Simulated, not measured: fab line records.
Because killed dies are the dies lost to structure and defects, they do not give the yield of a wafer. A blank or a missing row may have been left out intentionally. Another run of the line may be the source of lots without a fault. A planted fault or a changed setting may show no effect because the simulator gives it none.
Chamber matching / flow sky130 / SKY_POLY_CUT_ETCH_10 on rie diel-01 has 4 sister chambers
The step etches BARC in N2/H2, stops on SiO2, time 45.9 s, target depth 60 nm. 4 wafers are shown with their chamber, then 7 later ones without.

## WAFERS, EACH WITH ITS CHAMBER
wafer=L298.3; chamber=0; n2 flow sccm (sccm)=100.2
wafer=L298.4; chamber=2; n2 flow sccm (sccm)=100.0
wafer=L299.1; chamber=3; n2 flow sccm (sccm)=100.1
wafer=L299.2; chamber=1; n2 flow sccm (sccm)=100.7

## WAFERS WHOSE CHAMBER IS MISSING
wafer=L299.3; n2 flow sccm (sccm)=99.7
wafer=L303.3; n2 flow sccm (sccm)=100.1
wafer=L303.4; n2 flow sccm (sccm)=100.1
wafer=L303.6; n2 flow sccm (sccm)=100.5
wafer=L305.4; n2 flow sccm (sccm)=99.8
wafer=L305.5; n2 flow sccm (sccm)=100.3
wafer=L305.6; n2 flow sccm (sccm)=100.1

## WHICH CHAMBER EACH ONE RAN IN
wafer=L299.3; from the rows above=can't be placed: 2 or 3 or 0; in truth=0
wafer=L303.3; from the rows above=can't be placed: 3 or 2 or 0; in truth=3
wafer=L303.4; from the rows above=can't be placed: 3 or 2 or 0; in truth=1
wafer=L303.6; from the rows above=can't be placed: 1 or 0 or 3 or 2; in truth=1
wafer=L305.4; from the rows above=can't be placed: 2 or 3 or 0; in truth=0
wafer=L305.5; from the rows above=can't be placed: 0 or 3 or 2 or 1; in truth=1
wafer=L305.6; from the rows above=can't be placed: 3 or 2 or 0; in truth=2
Correct placement for 0 of the 7. These rows do not allow placing 7 (true chamber among the candidates in 6). 0 placed wrongly.
How it was worked out, from the rows above alone: a wafer's distance from a chamber is the root of the sum, over the readings, of the square of ((its reading less the chamber's mean) divided by the reading's scatter). If the next closest chamber is less than 2 further off than the closest, the wafer can't be placed; otherwise it belongs to the closest. A chamber's mean is the mean of its shown wafers. The scatter: root of mean squared gap, hidden wafer to nearest shown wafer, with one shown wafer a chamber.
